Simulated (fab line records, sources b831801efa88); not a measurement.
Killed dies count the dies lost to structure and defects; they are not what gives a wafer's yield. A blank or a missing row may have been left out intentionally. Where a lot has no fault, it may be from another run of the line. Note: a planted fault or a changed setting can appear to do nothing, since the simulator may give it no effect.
fab line records + flow sky130
record
- lots=6
- wafers=18
- lastDay=49
route steps=708 shown NWELL@76 PWDE@84 VT_ADJUST_HVTP@85 PAD_OPEN@708
lots with no fault: from the same line, run without faults
startH: start of the lot's first displayed wafer, in hours after the record's first day + waitH: time in hours since the lot's previous step + " identical to the entry in the row above + L1.1+2: one row covering several wafers at once + - value missing, or start not given + * or withheld: withheld + < > ~ a bound
route shown NAME@n: names a module that has steps shown in the file, with the first one's number in the route + usual: the fault-free wafers' mean and standard deviation + same: alike in all rows + chamber/n: place in a boat + sites: each site's reading + _std_site: the values' standard deviation + _edge_site: the outer-site mean with the inner-site mean subtracted + radiusMm: how far each site lies from the wafer's centre + mask NAME#n: copy n + behind: the last tool/chamber to shape the wafer + hold: what put the lot on hold/how long, in hours/how the hold closed + device: the n, p or np transistor that did not switch + end of line: the route-end tests of the same wafers + a step without rows: its recipe alone + killed: the dies lost at the first sort to structure and to defects; this is not the yield of the wafer + map: shows each die of a wafer: x if killed, . if not, _ if none is there
set.NAME: the run value of the setting; set.NAME@STEP: its run value at that earlier step + model.NAME: the simulator's own value behind a step, which no gauge read
a table for each step, a row for each wafer; lots at some steps of the route
services: a tool's chamber out of use, with start hour (startH, from the record's first day; less than 0 if before it), hours out, and reason
## steps
# step SKY_NWELL_OVL_MEAS_23
# usual
- NWELL_01_OVL=-0.4/1.1
| lot.wafer | tool       | chamber | startH | waitH | NWELL_01_OVL[nm] |
|-----------|------------|---------|--------|-------|------------------|
| L766.3    | overlay-02 | -       | 117.43 | -     | -1.1             |
| L766.5    | "          | -       | "      | "     | 0.1              |
| L766.6    | "          | -       | "      | "     | -0.4             |
| L773.4    | overlay-01 | -       | 146.62 | -     | 0.8              |
| L773.5    | "          | -       | "      | "     | -0.8             |
| L773.6    | "          | -       | "      | "     | 0.8              |
| L778.1    | overlay-02 | -       | 177.35 | -     | 0.4              |
| L778.2    | "          | -       | "      | "     | -0.6             |
| L778.6    | "          | -       | "      | "     | 1.5              |
| L781.2    | overlay-01 | -       | 196.75 | -     | 1.4              |
| L781.4    | "          | -       | "      | "     | 1.0              |
| L781.5    | "          | -       | "      | "     | -0.4             |
| L782.1    | overlay-02 | -       | 199.15 | -     | -0.6             |
| L782.3    | "          | -       | "      | "     | -1.2             |
| L782.6    | "          | -       | "      | "     | -0.2             |
| L785.1    | overlay-01 | -       | 218.75 | -     | 0.1              |
| L785.5    | "          | -       | "      | "     | 1.1              |
| L785.6    | "          | -       | "      | "     | 0.7              |
# step SKY_NWELL_IMPLANT_24
# recipe
- species=B
- energyKev=140
- doseCm2=9.2e+12
- tiltDeg=withheld
# step SKY_NWELL_STRIP_25
# recipe
- chemistry=O2/N2
- powerW=1400
- pressureMtorr=1500
- platenTempC=withheld
- o2FlowSccm=3000
- n2FlowSccm=300
- overashFraction=0.5
# usual
- drypumpMotorCurrentA=5.67/0.19
- oesProductAu=0.722/0.0049
- stripTimeToEndpointS=36.95/0.11
| lot.wafer | tool           | chamber | startH | waitH | drypumpMotorCurrentA | oesProductAu | rfHoursCounterH | stripTimeToEndpointS |
|-----------|----------------|---------|--------|-------|----------------------|--------------|-----------------|----------------------|
| L766.3    | plasmaAsher-04 | 0       | 117.64 | 0.1   | 5.31                 | 0.719        | -               | 37.06                |
| L766.5    | "              | 1       | "      | "     | 5.65                 | 0.726        | -               | 37.04                |
| L766.6    | "              | 0       | "      | "     | 5.31                 | 0.719        | -               | 37.13                |
| L773.4    | plasmaAsher-01 | 1       | 146.82 | 0.1   | 5.72                 | 0.720        | -               | 37.08                |
| L773.5    | "              | 0       | "      | "     | 5.78                 | 0.722        | -               | 37.06                |
| L773.6    | "              | 1       | "      | "     | 5.73                 | 0.716        | -               | 37.15                |
| L778.1    | plasmaAsher-01 | 0       | 177.53 | 0.1   | 5.73                 | 0.716        | 6               | 37.03                |
| L778.2    | "              | 1       | "      | "     | 5.73                 | 0.725        | 6               | 37.08                |
| L778.6    | "              | 0       | "      | "     | 5.74                 | 0.731        | -               | 37.00                |
| L781.2    | plasmaAsher-03 | 0       | 196.93 | 0.1   | 5.96                 | 0.723        | 38              | 37.08                |
| L781.4    | "              | 0       | "      | "     | 5.96                 | 0.718        | -               | 37.00                |
| L781.5    | "              | 1       | "      | "     | 5.71                 | 0.717        | -               | 37.06                |
| L782.1    | plasmaAsher-01 | 0       | 199.34 | 0.1   | 5.75                 | 0.718        | 8               | 37.04                |
| L782.3    | "              | 1       | "      | "     | 5.73                 | 0.726        | -               | 37.04                |
| L782.6    | "              | 0       | "      | "     | 5.73                 | 0.728        | -               | 37.07                |
| L785.1    | plasmaAsher-04 | 0       | 218.93 | 0.1   | 5.31                 | 0.729        | 51              | 36.89                |
| L785.5    | "              | 1       | "      | "     | 5.63                 | 0.718        | -               | 36.79                |
| L785.6    | "              | 0       | "      | "     | 5.30                 | 0.730        | -               | 36.68                |
# step SKY_NWELL_TW_MEAS_26
# usual
- NWELL_2_TW=498/3.3
| lot.wafer | tool         | chamber | startH | waitH | NWELL_2_TW |
|-----------|--------------|---------|--------|-------|------------|
| L766.3    | filmMetro-04 | -       | 117.72 | 0.1   | 495        |
| L766.5    | "            | -       | "      | "     | 496        |
| L766.6    | "            | -       | "      | "     | 500        |
| L773.4    | filmMetro-04 | -       | 146.92 | 0.1   | 498        |
| L773.5    | "            | -       | "      | "     | 498        |
| L773.6    | "            | -       | "      | "     | 498        |
| L778.1    | filmMetro-01 | -       | 177.63 | 0.1   | 504        |
| L778.2    | "            | -       | "      | "     | 501        |
| L778.6    | "            | -       | "      | "     | 498        |
| L781.2    | filmMetro-04 | -       | 197.04 | 0.1   | 495        |
| L781.4    | "            | -       | "      | "     | 497        |
| L781.5    | "            | -       | "      | "     | 496        |
| L782.1    | filmMetro-04 | -       | 199.44 | 0.1   | 499        |
| L782.3    | "            | -       | "      | "     | 499        |
| L782.6    | "            | -       | "      | "     | 498        |
| L785.1    | filmMetro-04 | -       | 219.03 | 0.1   | 500        |
| L785.5    | "            | -       | "      | "     | 496        |
| L785.6    | "            | -       | "      | "     | 498        |
# step SKY_NWELL_CLEAN_27
# recipe
- chemistry=SC1/SC2
- mix=1:4:20
- tempC=70
- timeS=150
- dry=n2Spin
# step SKY_NWELL_RTA_28
# recipe
- tempC=1050
- timeS=30
- idleTempC=650
- rampUpCPerS=150
- rampDownCPerS=90
- ambient=N2
# usual
- lampPowerPct=25.30/0.05
- wafer_temp_C_max=1054.9/1
| lot.wafer | tool         | chamber | startH | waitH | lampPowerPct | wafer_temp_C_max |
|-----------|--------------|---------|--------|-------|--------------|------------------|
| L766.3    | rtpAnneal-02 | 0       | 117.86 | 0.0   | 25.38        | 1054.0           |
| L766.5    | "            | 0       | "      | "     | 25.30        | 1056.8           |
| L766.6    | "            | 0       | "      | "     | 25.28        | 1054.0           |
| L773.4    | rtpAnneal-02 | 0       | 147.05 | 0.1   | 25.28        | 1056.6           |
| L773.5    | "            | 0       | "      | "     | 25.28        | 1055.1           |
| L773.6    | "            | 0       | "      | "     | 25.35        | 1055.4           |
| L778.1    | rtpAnneal-01 | 0       | 177.75 | 0.0   | 25.36        | 1055.3           |
| L778.2    | "            | 0       | "      | "     | 25.39        | 1055.0           |
| L778.6    | "            | 0       | "      | "     | 25.35        | 1055.2           |
| L781.2    | rtpAnneal-01 | 0       | 197.16 | 0.0   | 25.31        | 1055.7           |
| L781.4    | "            | 0       | "      | "     | 25.33        | 1055.3           |
| L781.5    | "            | 0       | "      | "     | 25.27        | 1054.9           |
| L782.1    | rtpAnneal-02 | 0       | 199.55 | 0.0   | 25.30        | 1053.5           |
| L782.3    | "            | 0       | "      | "     | 25.41        | 1056.6           |
| L782.6    | "            | 0       | "      | "     | 25.26        | 1053.8           |
| L785.1    | rtpAnneal-01 | 0       | 219.14 | 0.0   | 25.24        | 1055.2           |
| L785.5    | "            | 0       | "      | "     | 25.35        | 1056.2           |
| L785.6    | "            | 0       | "      | "     | 25.38        | 1055.4           |
# step SKY_NWELL_RS_MEAS_29
# recipe
- thkMeasGauge=four-point-probe
# usual
- NWELL_RS=624.6/1.9
| lot.wafer | tool         | chamber | startH | waitH | NWELL_RS[ohm/sq] |
|-----------|--------------|---------|--------|-------|------------------|
| L766.3    | filmMetro-03 | -       | 117.96 | 0.1   | 623.5            |
| L766.5    | "            | -       | "      | "     | 623.1            |
| L766.6    | "            | -       | "      | "     | 622.2            |
| L773.4    | filmMetro-01 | -       | 147.16 | 0.1   | 624.2            |
| L773.5    | "            | -       | "      | "     | 621.9            |
| L773.6    | "            | -       | "      | "     | 623.7            |
| L778.1    | filmMetro-04 | -       | 177.85 | 0.1   | 624.4            |
| L778.2    | "            | -       | "      | "     | 623.6            |
| L778.6    | "            | -       | "      | "     | 622.3            |
| L781.2    | filmMetro-04 | -       | 197.26 | 0.1   | 627.5            |
| L781.4    | "            | -       | "      | "     | 627.4            |
| L781.5    | "            | -       | "      | "     | 625.9            |
| L782.1    | filmMetro-03 | -       | 199.65 | 0.1   | 623.8            |
| L782.3    | "            | -       | "      | "     | 622.2            |
| L782.6    | "            | -       | "      | "     | 624.2            |
| L785.1    | filmMetro-03 | -       | 219.24 | 0.1   | 625.2            |
| L785.5    | "            | -       | "      | "     | 626.5            |
| L785.6    | "            | -       | "      | "     | 626.2            |
# step SKY_NWELL_RS_MEAS_31
# recipe
- thkMeasGauge=four-point-probe
# usual
- PWDE_RS=5264/17
| lot.wafer | tool         | chamber | startH | waitH | PWDE_RS[ohm/sq] |
|-----------|--------------|---------|--------|-------|-----------------|
| L766.3    | filmMetro-03 | -       | 118.20 | 0.1   | 5290            |
| L766.5    | "            | -       | "      | "     | 5275            |
| L766.6    | "            | -       | "      | "     | 5282            |
| L773.4    | filmMetro-01 | -       | 147.40 | 0.1   | 5262            |
| L773.5    | "            | -       | "      | "     | 5247            |
| L773.6    | "            | -       | "      | "     | 5296            |
| L778.1    | filmMetro-04 | -       | 178.09 | 0.1   | 5275            |
| L778.2    | "            | -       | "      | "     | 5268            |
| L778.6    | "            | -       | "      | "     | 5262            |
| L781.2    | filmMetro-04 | -       | 197.50 | 0.1   | 5250            |
| L781.4    | "            | -       | "      | "     | 5250            |
| L781.5    | "            | -       | "      | "     | 5240            |
| L782.1    | filmMetro-03 | -       | 199.89 | 0.1   | 5306            |
| L782.3    | "            | -       | "      | "     | 5274            |
| L782.6    | "            | -       | "      | "     | 5276            |
| L785.1    | filmMetro-03 | -       | 219.48 | 0.1   | 5279            |
| L785.5    | "            | -       | "      | "     | 5292            |
| L785.6    | "            | -       | "      | "     | 5282            |
# step SKY_VT_ADJUST_HVTP_DEHYDRATE_00
# recipe
- tempC=200
- timeS=60
# step SKY_VT_ADJUST_HVTP_HMDS_01
# recipe
- primeTimeS=60
- primeTempC=120
# step SKY_VT_ADJUST_HVTP_COAT_02
# recipe
- resist=NOVOLAK
- spinRpm=3000
- resistThkNm=1140
# step SKY_VT_ADJUST_HVTP_SOFTBAKE_03
# recipe
- tempC=90
- timeS=60
- resist=NOVOLAK
# usual
- runLengthS=89.13/0.19
| lot.wafer | tool          | chamber | startH | waitH | runLengthS | model.NOVOLAK_of_VT_ADJUST_HVTP_COAT_02.thkNm |
|-----------|---------------|---------|--------|-------|------------|-----------------------------------------------|
| L766.3    | lithoTrack-02 | 0       | 127.83 | 0.1   | 88.95      | 1133                                          |
| L766.5    | "             | 0       | "      | "     | 88.92      | 1137                                          |
| L766.6    | "             | 0       | "      | "     | 88.98      | 1133                                          |
| L773.4    | lithoTrack-01 | 0       | 156.23 | 0.1   | 89.05      | 1137                                          |
| L773.5    | "             | 0       | "      | "     | 89.01      | 1141                                          |
| L773.6    | "             | 0       | "      | "     | 89.04      | 1139                                          |
| L778.1    | lithoTrack-02 | 0       | 188.83 | 0.1   | 89.04      | 1138                                          |
| L778.2    | "             | 0       | "      | "     | 113.43     | 1133                                          |
| L778.6    | "             | 0       | "      | "     | 89.20      | 1142                                          |
| L781.2    | lithoTrack-02 | 0       | 207.85 | 0.1   | 113.64     | 1128                                          |
| L781.4    | "             | 0       | "      | "     | 88.96      | 1141                                          |
| L781.5    | "             | 0       | "      | "     | 113.58     | 1133                                          |
| L782.1    | lithoTrack-04 | 0       | 210.82 | 0.1   | 89.41      | 1144                                          |
| L782.3    | "             | 0       | "      | "     | 89.35      | 1144                                          |
| L782.6    | "             | 0       | "      | "     | 89.39      | 1147                                          |
| L785.1    | lithoTrack-04 | 0       | 231.17 | 0.1   | 89.59      | 1140                                          |
| L785.5    | "             | 0       | "      | "     | 89.50      | 1137                                          |
| L785.6    | "             | 0       | "      | "     | 89.27      | 1132                                          |
# step SKY_VT_ADJUST_HVTP_EXPOSE_04
# recipe
- maskId=HVTPM
- na=0.6
- sourceShape=conventional
- sigmaOuter=0.6
- polarization=unpolarized
- targetCdNm=380
- doseMj=140
# step SKY_VT_ADJUST_HVTP_PEB_05
# recipe
- tempC=withheld
- timeS=*
- resist=NOVOLAK
# step SKY_VT_ADJUST_HVTP_DEVELOP_06
# recipe
- resist=NOVOLAK
- developer=TMAH
- developTimeS=60
- devTempC=23
| lot.wafer | tool          | chamber | startH | waitH | model.NOVOLAK_of_VT_ADJUST_HVTP_COAT_02.thkNm |
|-----------|---------------|---------|--------|-------|-----------------------------------------------|
| L766.3+6  | lithoTrack-04 | 0       | 137.07 | 0.1   | 1133                                          |
| L766.5    | "             | 0       | "      | "     | 1137                                          |
| L773.4    | lithoTrack-04 | 0       | 165.99 | 0.1   | 1137                                          |
| L773.5    | "             | 0       | "      | "     | 1141                                          |
| L773.6    | "             | 0       | "      | "     | 1138                                          |
| L778.1    | lithoTrack-04 | 0       | 199.37 | 0.1   | 1138                                          |
| L778.2    | "             | 0       | "      | "     | 1133                                          |
| L778.6    | "             | 0       | "      | "     | 1141                                          |
| L781.2    | lithoTrack-01 | 0       | 218.28 | 0.1   | 1128                                          |
| L781.4    | "             | 0       | "      | "     | 1141                                          |
| L781.5    | "             | 0       | "      | "     | 1132                                          |
| L782.1    | lithoTrack-02 | 0       | 221.08 | 0.1   | 1143                                          |
| L782.3    | "             | 0       | "      | "     | 1144                                          |
| L782.6    | "             | 0       | "      | "     | 1146                                          |
| L785.1    | lithoTrack-04 | 0       | 242.77 | 0.1   | 1139                                          |
| L785.5    | "             | 0       | "      | "     | 1137                                          |
| L785.6    | "             | 0       | "      | "     | 1131                                          |
# step SKY_VT_ADJUST_HVTP_CD_MEAS_07
# recipe
- targetCdNm=380
# usual
- cdNm=380.1/2.9
| lot.wafer | tool     | chamber | startH | waitH | cdNm  |
|-----------|----------|---------|--------|-------|-------|
| L766.3    | cdSem-01 | -       | 137.21 | 0.1   | 381.6 |
| L766.5    | "        | -       | "      | "     | 379.6 |
| L766.6    | "        | -       | "      | "     | 379.0 |
| L773.4    | cdSem-01 | -       | 166.13 | 0.1   | 376.3 |
| L773.5    | "        | -       | "      | "     | 377.0 |
| L773.6    | "        | -       | "      | "     | 374.4 |
| L778.1    | cdSem-02 | -       | 199.52 | 0.1   | 380.1 |
| L778.2    | "        | -       | "      | "     | 379.3 |
| L778.6    | "        | -       | "      | "     | 380.0 |
| L781.2    | cdSem-02 | -       | 218.42 | 0.1   | 382.3 |
| L781.4    | "        | -       | "      | "     | 379.4 |
| L781.5    | "        | -       | "      | "     | 378.8 |
| L782.1    | cdSem-02 | -       | 221.23 | 0.1   | 377.7 |
| L782.3    | "        | -       | "      | "     | 376.2 |
| L782.6    | "        | -       | "      | "     | 378.7 |
| L785.1    | cdSem-02 | -       | 242.92 | 0.1   | 384.8 |
| L785.5    | "        | -       | "      | "     | 384.9 |
| L785.6    | "        | -       | "      | "     | 386.5 |
# step SKY_VT_ADJUST_HVTP_OVL_MEAS_08
# usual
- VT_ADJUST_HVTP_OVL=0.7/1.8
| lot.wafer | tool       | chamber | startH | waitH | VT_ADJUST_HVTP_OVL[nm] |
|-----------|------------|---------|--------|-------|------------------------|
| L766.3    | overlay-01 | -       | 137.30 | 0.1   | -0.9                   |
| L766.5    | "          | -       | "      | "     | 0.3                    |
| L766.6    | "          | -       | "      | "     | 0.0                    |
| L773.4    | overlay-02 | -       | 166.20 | 0.1   | -1.7                   |
| L773.5    | "          | -       | "      | "     | -1.1                   |
| L773.6    | "          | -       | "      | "     | -2.5                   |
| L778.1    | overlay-02 | -       | 199.64 | 0.1   | 0.4                    |
| L778.2    | "          | -       | "      | "     | -0.2                   |
| L778.6    | "          | -       | "      | "     | 0.3                    |
| L781.2    | overlay-02 | -       | 218.53 | 0.1   | 1.8                    |
| L781.4    | "          | -       | "      | "     | 1.5                    |
| L781.5    | "          | -       | "      | "     | 1.3                    |
| L782.1    | overlay-02 | -       | 221.35 | 0.1   | 2.6                    |
| L782.3    | "          | -       | "      | "     | 2.2                    |
| L782.6    | "          | -       | "      | "     | 2.2                    |
| L785.1    | overlay-02 | -       | 243.04 | 0.1   | 0.4                    |
| L785.5    | "          | -       | "      | "     | -0.1                   |
| L785.6    | "          | -       | "      | "     | -2.1                   |
# step SKY_VT_ADJUST_HVTP_IMPLANT_09
# recipe
- species=As
- energyKev=150
- doseCm2=4.3e+12
- tiltDeg=withheld
# step SKY_VT_ADJUST_HVTP_STRIP_10
# recipe
- chemistry=O2/N2
- powerW=1400
- pressureMtorr=1500
- platenTempC=withheld
- o2FlowSccm=3000
- n2FlowSccm=300
- overashFraction=0.5
# usual
- drypumpMotorCurrentA=5.8/0.34
- oesProductAu=0.716/0.0044
- stripTimeToEndpointS=14.18/0.037
| lot.wafer | tool           | chamber | startH | waitH | drypumpMotorCurrentA | oesProductAu | rfHoursCounterH | stripTimeToEndpointS |
|-----------|----------------|---------|--------|-------|----------------------|--------------|-----------------|----------------------|
| L766.3    | plasmaAsher-03 | 0       | 137.51 | 0.1   | 5.9                  | 0.718        | -               | 14.11                |
| L766.5    | "              | 0       | "      | "     | 6.0                  | 0.715        | -               | 14.13                |
| L766.6    | "              | 1       | "      | "     | 5.7                  | 0.721        | -               | 14.11                |
| L773.4    | plasmaAsher-02 | 1       | 166.41 | 0.1   | 5.2                  | 0.713        | -               | 14.16                |
| L773.5    | "              | 0       | "      | "     | 6.4                  | 0.708        | -               | 14.19                |
| L773.6    | "              | 1       | "      | "     | 5.2                  | 0.716        | -               | 14.16                |
| L778.1    | plasmaAsher-03 | 0       | 199.82 | 0.1   | 6.0                  | 0.718        | 39              | 14.16                |
| L778.2    | "              | 1       | "      | "     | 5.7                  | 0.715        | 39              | 14.08                |
| L778.6    | "              | 1       | "      | "     | 5.7                  | 0.712        | -               | 14.18                |
| L781.2    | plasmaAsher-03 | 1       | 218.71 | 0.1   | 5.7                  | 0.711        | 40              | 14.03                |
| L781.4    | "              | 1       | "      | "     | 5.7                  | 0.722        | -               | 14.19                |
| L781.5    | "              | 1       | "      | "     | 5.7                  | 0.717        | -               | 14.10                |
| L782.1    | plasmaAsher-02 | 0       | 221.54 | 0.1   | 6.3                  | 0.713        | 54              | 14.23                |
| L782.3    | "              | 1       | "      | "     | 5.2                  | 0.720        | -               | 14.21                |
| L782.6    | "              | 1       | "      | "     | 5.2                  | 0.711        | -               | 14.26                |
| L785.1    | plasmaAsher-01 | 1       | 243.22 | 0.1   | 5.7                  | 0.710        | 12              | 14.16                |
| L785.5    | "              | 1       | "      | "     | 5.7                  | 0.720        | -               | 14.14                |
| L785.6    | "              | 0       | "      | "     | 5.8                  | 0.715        | -               | 14.07                |
# step SKY_VT_ADJUST_HVTP_TW_MEAS_11
# usual
- VT_ADJUST_HVTP_TW=1352/19
| lot.wafer | tool         | chamber | startH | waitH | VT_ADJUST_HVTP_TW |
|-----------|--------------|---------|--------|-------|-------------------|
| L766.3    | filmMetro-03 | -       | 137.59 | 0.1   | 1344              |
| L766.5    | "            | -       | "      | "     | 1350              |
| L766.6    | "            | -       | "      | "     | 1348              |
| L773.4    | filmMetro-02 | -       | 166.50 | 0.1   | 1335              |
| L773.5    | "            | -       | "      | "     | 1321              |
| L773.6    | "            | -       | "      | "     | 1334              |
| L778.1    | filmMetro-01 | -       | 199.92 | 0.1   | 1369              |
| L778.2    | "            | -       | "      | "     | 1367              |
| L778.6    | "            | -       | "      | "     | 1370              |
| L781.2    | filmMetro-01 | -       | 218.82 | 0.1   | 1371              |
| L781.4    | "            | -       | "      | "     | 1378              |
| L781.5    | "            | -       | "      | "     | 1369              |
| L782.1    | filmMetro-02 | -       | 221.64 | 0.1   | 1333              |
| L782.3    | "            | -       | "      | "     | 1344              |
| L782.6    | "            | -       | "      | "     | 1336              |
| L785.1    | filmMetro-01 | -       | 243.32 | 0.1   | 1369              |
| L785.5    | "            | -       | "      | "     | 1365              |
| L785.6    | "            | -       | "      | "     | 1373              |
# step SKY_PAD_OPEN_PROBE_99
# usual
- killed_at_M0_to_M3=43/7.1
- killed_at_M4_up=3.3/2
- killedAtContacts=24/5.1
- killedAtFrontEnd=15/4.6
- killedAtOther=0.3/0.6
- killedDies=86/9.6
- killedOpen=46/7.3
- killedShort=39/6.7
# same
- grossDies=492
- killedAtBackSide=0
| lot.wafer | tool      | chamber | startH  | waitH | killed_at_M0_to_M3 | killed_at_M4_up | killedAtContacts | killedAtFrontEnd | killedAtOther | killedDies | killedOpen | killedShort |
|-----------|-----------|---------|---------|-------|--------------------|-----------------|------------------|------------------|---------------|------------|------------|-------------|
| L766.3    | prober-01 | -       | 1094.28 | 0.2   | 41                 | 1               | 31               | 20               | 1             | 94         | 58         | 35          |
| L766.5    | prober-01 | -       | 1094.38 | 0.2   | 49                 | 3               | 24               | 7                | 0             | 83         | 41         | 42          |
| L766.6    | prober-01 | -       | 1094.43 | 0.2   | 41                 | 4               | 28               | 17               | 0             | 90         | 53         | 37          |
| L773.4    | prober-02 | -       | 1125.58 | 0.2   | 45                 | 4               | 34               | 7                | 0             | 90         | 49         | 41          |
| L773.5    | prober-02 | -       | 1125.63 | 0.2   | 46                 | 4               | 26               | 3                | 0             | 79         | 45         | 34          |
| L773.6    | prober-02 | -       | 1125.68 | 0.2   | 37                 | 4               | 23               | 13               | 0             | 77         | 41         | 35          |
| L778.1    | prober-01 | -       | 1153.71 | 0.1   | 55                 | 1               | 23               | 21               | 0             | 100        | 65         | 35          |
| L778.2    | prober-01 | -       | 1153.76 | 0.1   | 40                 | 3               | 37               | 16               | 0             | 96         | 54         | 42          |
| L778.6    | prober-01 | -       | 1153.96 | 0.2   | 41                 | 6               | 31               | 10               | 1             | 89         | 51         | 38          |
| L781.2    | prober-02 | -       | 1167.38 | 0.1   | 48                 | 3               | 39               | 26               | 0             | 116        | 65         | 51          |
| L781.4    | prober-02 | -       | 1167.48 | 0.2   | 49                 | 3               | 26               | 13               | 1             | 92         | 55         | 37          |
| L781.5    | prober-02 | -       | 1167.53 | 0.2   | 47                 | 7               | 26               | 16               | 0             | 96         | 51         | 45          |
| L782.1    | prober-01 | -       | 1168.58 | 0.1   | 35                 | 6               | 21               | 29               | 0             | 91         | 51         | 40          |
| L782.3    | prober-01 | -       | 1168.68 | 0.2   | 46                 | 5               | 15               | 17               | 0             | 83         | 45         | 36          |
| L782.6    | prober-01 | -       | 1168.83 | 0.2   | 33                 | 0               | 24               | 22               | 0             | 79         | 42         | 37          |
# killed by level:class
L766.3 CONTACT:geometricParticle:open=15 VIA1:geometricParticle:open=13 LI_CONTACT:geometricParticle:open=7 FIELD_ISO:geometricParticle:open=6 POLY_GATE:geometricParticle:open=5 VIA2:geometricParticle:short=5 POLY_GATE:geometricParticle:short=4 LOCAL_INTERCONNECT:geometricParticle:short=4
L766.5 VIA1:geometricParticle:open=9 VIA2:geometricParticle:open=8 LI_CONTACT:geometricParticle:open=7 LOCAL_INTERCONNECT:geometricParticle:short=6 VIA3:geometricParticle:open=6 VIA2:geometricParticle:short=6 CONTACT:geometricParticle:open=5 CONTACT:geometricParticle:short=5
L766.6 VIA2:geometricParticle:open=12 LI_CONTACT:geometricParticle:open=10 CONTACT:geometricParticle:open=7 POLY_GATE:geometricParticle:open=6 METAL1:geometricParticle:short=6 CONTACT:geometricParticle:short=5 METAL2:geometricParticle:short=5 POLY_GATE:geometricParticle:short=4
L773.4 LI_CONTACT:geometricParticle:open=10 VIA1:geometricParticle:open=8 CONTACT:geometricParticle:short=7 CONTACT:geometricParticle:open=7 VIA2:geometricParticle:open=7 LOCAL_INTERCONNECT:geometricParticle:short=6 METAL1:geometricParticle:short=6 VIA3:geometricParticle:short=5
L773.5 VIA1:geometricParticle:open=10 CONTACT:geometricParticle:open=10 METAL1:geometricParticle:short=9 LI_CONTACT:geometricParticle:open=9 VIA3:geometricParticle:open=6 METAL3:geometricParticle:short=5 METAL2:geometricParticle:short=4 LI_CONTACT:geometricParticle:short=3
L773.6 VIA1:geometricParticle:open=11 CONTACT:geometricParticle:open=9 LI_CONTACT:geometricParticle:open=7 METAL1:geometricParticle:short=6 VIA3:geometricParticle:open=6 LOCAL_INTERCONNECT:geometricParticle:short=4 VIA1:geometricParticle:short=4 METAL2:geometricParticle:short=3
L778.1 VIA1:geometricParticle:open=11 VIA2:geometricParticle:open=10 LI_CONTACT:geometricParticle:open=9 VIA3:geometricParticle:open=8 METAL1:geometricParticle:short=8 LOCAL_INTERCONNECT:geometricParticle:short=5 CONTACT:geometricParticle:open=5 FIELD_ISO:geometricParticle:short=4
L778.2 LI_CONTACT:geometricParticle:open=11 CONTACT:geometricParticle:open=11 LOCAL_INTERCONNECT:geometricParticle:short=8 VIA1:geometricParticle:open=7 VIA3:geometricParticle:open=7 METAL1:geometricParticle:short=5 VIA1:geometricParticle:short=5 FIELD_ISO:geometricParticle:short=4
L778.6 VIA1:geometricParticle:open=11 LI_CONTACT:geometricParticle:open=10 CONTACT:geometricParticle:open=9 VIA2:geometricParticle:open=8 LI_CONTACT:geometricParticle:short=4 LOCAL_INTERCONNECT:geometricParticle:short=4 CONTACT:geometricParticle:short=4 METAL1:geometricParticle:short=4
L781.2 LI_CONTACT:geometricParticle:open=11 VIA2:geometricParticle:open=10 POLY_GATE:geometricParticle:open=9 CONTACT:geometricParticle:open=9 VIA1:geometricParticle:open=9 CONTACT:geometricParticle:short=8 METAL1:geometricParticle:short=7 VIA3:geometricParticle:open=5
L781.4 LI_CONTACT:geometricParticle:open=12 VIA2:geometricParticle:open=11 CONTACT:geometricParticle:open=9 VIA1:geometricParticle:open=8 VIA1:geometricParticle:short=8 METAL2:geometricParticle:short=7 POLY_GATE:geometricParticle:open=5 LI_CONTACT:geometricParticle:short=4
L781.5 VIA1:geometricParticle:open=11 VIA2:geometricParticle:open=10 CONTACT:geometricParticle:open=9 LI_CONTACT:geometricParticle:open=8 METAL4:geometricParticle:short=7 VIA1:geometricParticle:short=6 METAL2:geometricParticle:short=5 CONTACT:geometricParticle:short=5
L782.1 FIELD_ISO:geometricParticle:open=11 VIA1:geometricParticle:open=9 CONTACT:geometricParticle:open=7 FIELD_ISO:geometricParticle:short=5 LI_CONTACT:geometricParticle:short=5 POLY_GATE:geometricParticle:short=5 VIA2:geometricParticle:open=5 CONTACT:geometricParticle:short=4
L782.3 LI_CONTACT:geometricParticle:open=8 VIA1:geometricParticle:short=8 VIA1:geometricParticle:open=8 VIA3:geometricParticle:open=6 FIELD_ISO:geometricParticle:short=5 VIA2:geometricParticle:open=5 POLY_GATE:geometricParticle:open=4 CONTACT:geometricParticle:open=4
L782.6 LI_CONTACT:geometricParticle:open=8 FIELD_ISO:geometricParticle:open=7 LOCAL_INTERCONNECT:geometricParticle:short=7 VIA1:geometricParticle:open=6 VIA2:geometricParticle:open=6 FIELD_ISO:geometricParticle:short=5 VIA3:geometricParticle:open=5 POLY_GATE:geometricParticle:short=4
## services
| tool           | chamber | startH | hours | kind                     |
|----------------|---------|--------|-------|--------------------------|
| plasmaAsher-02 | -       | 96.87  | 0.4   | repair                   |
| plasmaAsher-04 | -       | 101.50 | 4.3   | pm                       |
| plasmaAsher-01 | -       | 108.75 | 9.0   | pm                       |
| plasmaAsher-01 | 0       | 108.75 | 9.0   | ventCycle                |
| plasmaAsher-01 | 1       | 108.75 | 9.0   | ventCycle                |
| plasmaAsher-01 | 0       | 117.75 | -     | clean                    |
| plasmaAsher-01 | 1       | 117.75 | -     | clean                    |
| plasmaAsher-03 | -       | 122.14 | 1.4   | repair                   |
| rtpAnneal-02   | -       | 158.43 | 1.5   | pm                       |
| lithoTrack-04  | -       | 211.55 | -     | consumableReplace:filter |
| plasmaAsher-04 | -       | 234.59 | 5.4   | repair                   |
## key
firstSign
- step=SKY_VT_ADJUST_HVTP_SOFTBAKE_03
- reading=runLengthS
- direction=up
- sigmas=99+
- usual=*
- struck=*
effect
- step=SKY_VT_ADJUST_HVTP_STRIP_10
- reading=stripTimeToEndpointS
- direction=down
- sigmas=3
- usual=*
- struck=*
modelEffect
- step=SKY_VT_ADJUST_HVTP_SOFTBAKE_03
- value=NOVOLAK_of_VT_ADJUST_HVTP_COAT_02.thkNm
- without=1138
- struck=1131
modelEffect
- step=SKY_VT_ADJUST_HVTP_DEVELOP_06
- value=NOVOLAK_of_VT_ADJUST_HVTP_COAT_02.thkNm
- without=1138
- struck=1131
metAt SKY_VT_ADJUST_HVTP_SOFTBAKE_03
struckWafers L778.2,L781.2,L781.5
testerLeftOut L778,L781
onsetBetween 127.83 188.83
fault
- kind=processParameterDrift
- tool=lithoTrack-02
- chamber=-
- onsetH=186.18
- steps=SKY_VT_ADJUST_HVTP_SOFTBAKE_03
- channel=timeS
- offset=*
- shape=step
- endH=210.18
- scope=struckWafersOnly
- actsIn=*
- stated=*
# testerLeftOut: of these lots the tester's yield and bins aren't shown, on N5 and GAA mostly nor the transistor test; their killed dies are dies lost to structure and defects alone, not to doping, threshold or leakage, so they don't give the yield
